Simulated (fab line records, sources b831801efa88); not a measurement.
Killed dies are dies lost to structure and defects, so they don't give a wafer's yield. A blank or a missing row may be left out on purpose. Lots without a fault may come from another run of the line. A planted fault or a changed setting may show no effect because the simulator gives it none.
Which tool did it? | flow sky130 | 15 lots, 44 wafers sampled, at 5 steps of a route of 708

WHAT THE GAUGES READ, wafer by wafer
SKY_VIA1_THK_MEAS_01.
lot  | measured     | on            | VIA1_HDPCVD_THK (nm)
L685 | day 33 00:43 | film_metro-03 | 1034 1041 1040
L687 | day 33 16:56 | film_metro-03 | 1035 1033 1026
L688 | day 34 01:25 | film_metro-02 | 1029 1032 1039
L690 | day 34 14:28 | film_metro-02 | 1043 1028 1048
L691 | day 35 05:01 | film_metro-02 | 1030 1035 1023
L692 | day 35 17:54 | film_metro-04 | 1027 1034 1011
L693 | day 35 20:53 | film_metro-02 | 1036 1063 1048
L694 | day 36 04:41 | film_metro-04 | 1032 1018 402
L695 | day 36 15:26 | film_metro-02 | 1033 386 1030
L696 | day 36 19:14 | film_metro-04 | 1016 390
L702 | day 38 13:46 | film_metro-04 | 1043 1018 1024
L704 | day 39 08:32 | film_metro-04 | 1023 1014 1031
L705 | day 39 22:48 | film_metro-02 | 1018 1036 1033
L706 | day 40 06:43 | film_metro-02 | 1040 1045 1029
L707 | day 40 09:19 | film_metro-03 | 1035 1036 1035

WHICH TOOL RAN EACH LOT (tool, then ch and the chambers of the sampled wafers, then the start)
lot  | SKY_LDD_LDN_STRIP_12                 | SKY_CONTACT_CMP_04            | SKY_METAL1_DESCUM_17              | SKY_VIA1_HDPCVD_00
L685 | plasma_asher-03 ch 0,1, day 22 20:32 | cmp-01 ch 0,2, day 30 13:45   | rie_metal-02 ch 0,1, day 32 23:43 | hdpcvd-02 ch 0,1, day 33 00:37
L687 | plasma_asher-03 ch 0,1, day 23 16:15 | cmp-02 ch 1,2,3, day 31 06:28 | rie_metal-01 ch 0,1, day 33 16:01 | hdpcvd-01 ch 0,1, day 33 16:50
L688 | plasma_asher-03 ch 0,1, day 24 01:42 | cmp-02 ch 0,1,3, day 31 15:57 | rie_metal-01 ch 0,1, day 34 00:31 | hdpcvd-01 ch 0,1,2, day 34 01:19
L690 | plasma_asher-01 ch 0,1, day 24 17:42 | cmp-02 ch 0,1,2, day 32 05:08 | rie_metal-02 ch 0,1, day 34 13:31 | hdpcvd-02 ch 0,1, day 34 14:17
L691 | plasma_asher-04 ch 0,1, day 25 08:48 | cmp-02 ch 0,1, day 32 19:30   | rie_metal-02 ch 1, day 35 04:04   | hdpcvd-01 ch 0,2, day 35 04:53
L692 | plasma_asher-01 ch 0,1, day 26 01:23 | cmp-01 ch 1,2,3, day 33 08:56 | rie_metal-03 ch 0,1, day 35 16:53 | hdpcvd-01 ch 0,1,2, day 35 17:49
L693 | plasma_asher-03 ch 0, day 26 05:18   | cmp-01 ch 1,3, day 33 12:10   | rie_metal-01 ch 0, day 35 19:52   | hdpcvd-02 ch 0,1, day 35 20:46
L694 | plasma_asher-03 ch 0,1, day 26 11:18 | cmp-02 ch 0,2, day 33 19:36   | rie_metal-02 ch 0,1, day 36 03:45 | hdpcvd-01 ch 0,1, day 36 04:34
L695 | plasma_asher-03 ch 0,1, day 26 22:30 | cmp-01 ch 0,1, day 34 05:35   | rie_metal-03 ch 0,1, day 36 14:02 | hdpcvd-01 ch 0,2, day 36 15:19
L696 | plasma_asher-01 ch 0,1, day 27 04:21 | cmp-01 ch 0,2, day 34 10:38   | rie_metal-01 ch 0,1, day 36 18:14 | hdpcvd-01 ch 0,2, day 36 19:07
L702 | plasma_asher-04 ch 1, day 29 01:42   | cmp-01 ch 0,1,3, day 36 06:00 | rie_metal-03 ch 0,1, day 38 12:52 | hdpcvd-02 ch 0,1,2, day 38 13:38
L704 | plasma_asher-03 ch 0, day 29 21:15   | cmp-01 ch 0,1,3, day 37 00:59 | rie_metal-01 ch 0,1, day 39 07:38 | hdpcvd-01 ch 0,1, day 39 08:25
L705 | plasma_asher-03 ch 0,1, day 30 15:42 | cmp-02 ch 1,2,3, day 37 17:19 | rie_metal-02 ch 0,1, day 39 21:53 | hdpcvd-02 ch 0,1,2, day 39 22:41
L706 | plasma_asher-03 ch 0,1, day 31 00:48 | cmp-01 ch 1,3, day 38 00:46   | rie_metal-02 ch 0, day 40 05:50   | hdpcvd-01 ch 1,2, day 40 06:36
L707 | plasma_asher-01 ch 1, day 31 02:00   | cmp-01 ch 0,1,3, day 38 02:50 | rie_metal-01 ch 0,1, day 40 08:25 | hdpcvd-02 ch 1,2, day 40 09:12
- SKY_LDD_LDN_STRIP_12: strips in O2/N2.
- SKY_CONTACT_CMP_04: polishes SiO2.
- SKY_METAL1_DESCUM_17: chemistry O2, time 8 s.
- SKY_VIA1_HDPCVD_00: deposits SiO2, target thk 1030 nm, time 171.7 s.

WHAT THE TOOLS THEMSELVES READ (means of the sampled wafers that have a number; where no wafer has one, the mark that the record gives instead)
SKY_LDD_LDN_STRIP_12.
lot  | tool            | drypump_motor_current_A (A) | oes_product_au (a.u.) | strip_time_to_endpoint_s (s)
L685 | plasma_asher-03 | 5.3                         | 0.716                 | 14.19
L687 | plasma_asher-03 | 5.3                         | 0.715                 | 14.23
L688 | plasma_asher-03 | 5.3                         | 0.716                 | 14.16
L690 | plasma_asher-01 | 5.5                         | 0.715                 | 14.19
L691 | plasma_asher-04 | 5.0                         | 0.720                 | 14.16
L692 | plasma_asher-01 | 5.0                         | 0.715                 | 14.22
L693 | plasma_asher-03 | 5.4                         | 0.716                 | 14.16
L694 | plasma_asher-03 | 5.3                         | 0.717                 | 14.19
L695 | plasma_asher-03 | 5.3                         | 0.719                 | 14.13
L696 | plasma_asher-01 | 5.2                         | 0.720                 | 14.23
L702 | plasma_asher-04 | 5.2                         | 0.717                 | 14.15
L704 | plasma_asher-03 | 5.4                         | 0.716                 | 14.16
L705 | plasma_asher-03 | 5.3                         | 0.720                 | 14.16
L706 | plasma_asher-03 | 5.3                         | 0.720                 | 14.19
L707 | plasma_asher-01 | 4.6                         | 0.719                 | 14.16

SKY_CONTACT_CMP_04.
lot  | tool   | motor_current_A (A) | time_to_endpoint_s (s)
L685 | cmp-01 | 13.0                | 87
L687 | cmp-02 | 10.5                | 82
L688 | cmp-02 | 11.2                | 89
L690 | cmp-02 | 10.7                | 82
L691 | cmp-02 | 11.6                | 82
L692 | cmp-01 | 13.0                | 81
L693 | cmp-01 | 14.2                | 77
L694 | cmp-02 | 11.9                | 85
L695 | cmp-01 | 12.4                | 83
L696 | cmp-01 | 12.7                | 82
L702 | cmp-01 | 13.7                | 81
L704 | cmp-01 | 13.5                | 87
L705 | cmp-02 | 10.6                | 83
L706 | cmp-01 | 13.9                | 87
L707 | cmp-01 | 13.5                | 85

SKY_METAL1_DESCUM_17.
lot  | tool         | drypump_motor_current_A (A) | oes_product_au (a.u.)
L685 | rie_metal-02 | 5.86                        | 1.002
L687 | rie_metal-01 | 5.77                        | 1.000
L688 | rie_metal-01 | 5.83                        | 1.010
L690 | rie_metal-02 | 5.66                        | 0.992
L691 | rie_metal-02 | 5.47                        | 0.998
L692 | rie_metal-03 | 5.74                        | 1.005
L693 | rie_metal-01 | 5.73                        | 1.004
L694 | rie_metal-02 | 5.66                        | 1.000
L695 | rie_metal-03 | 6.01                        | 0.990
L696 | rie_metal-01 | 5.81                        | 1.016
L702 | rie_metal-03 | 6.01                        | 0.999
L704 | rie_metal-01 | 5.75                        | 1.010
L705 | rie_metal-02 | 5.67                        | 1.003
L706 | rie_metal-02 | 6.06                        | 1.002
L707 | rie_metal-01 | 5.77                        | 1.005

SKY_VIA1_HDPCVD_00.
lot  | tool      | pressure_mtorr (mTorr)
L685 | hdpcvd-02 | 6.002
L687 | hdpcvd-01 | 6.013
L688 | hdpcvd-01 | 5.998
L690 | hdpcvd-02 | 6.010
L691 | hdpcvd-01 | 6.007
L692 | hdpcvd-01 | 5.995
L693 | hdpcvd-02 | 6.000
L694 | hdpcvd-01 | 5.996
L695 | hdpcvd-01 | 5.994
L696 | hdpcvd-01 | 5.983
L702 | hdpcvd-02 | 6.000
L704 | hdpcvd-01 | 6.007
L705 | hdpcvd-02 | 6.008
L706 | hdpcvd-01 | 6.004
L707 | hdpcvd-02 | 6.006

THE ANSWER, worked out from the rows above alone
Rule: what is usual is taken from the lots themselves. Put in order of their means at a reading, lots are off if they are a third of the lots or fewer, leave a main group of 4 or more, and stand apart from it by a gap of 3 or more times the standard deviation of the main group's means; of several such gaps the widest counts. A main group whose means are all the same, to the digits that the tables above print for the reading, isn't used. A lot without any number at a reading at which 4 lots or more have one is off too. The other lots that the step has rows for count as sound. The gauges are gone through in route order, then the tools' own readings, and for those a lot's mean is taken as printed above. The first step at which some lot is off is used, and at that step the reading that is off furthest; a lot without a number counts as furthest.
Off: L694, L695, L696, at SKY_VIA1_THK_MEAS_01 (VIA1_HDPCVD_THK). The main group: mean 1033 nm, standard deviation 7.1.
A tool fits if, at a process step before that reading, it ran every lot that is off, and no sound lot after the first of them. The gauges at SKY_VIA1_THK_MEAS_01 are tried like those tools. None of those tried fits.

WHAT THE SIMULATOR HAD PUT IN
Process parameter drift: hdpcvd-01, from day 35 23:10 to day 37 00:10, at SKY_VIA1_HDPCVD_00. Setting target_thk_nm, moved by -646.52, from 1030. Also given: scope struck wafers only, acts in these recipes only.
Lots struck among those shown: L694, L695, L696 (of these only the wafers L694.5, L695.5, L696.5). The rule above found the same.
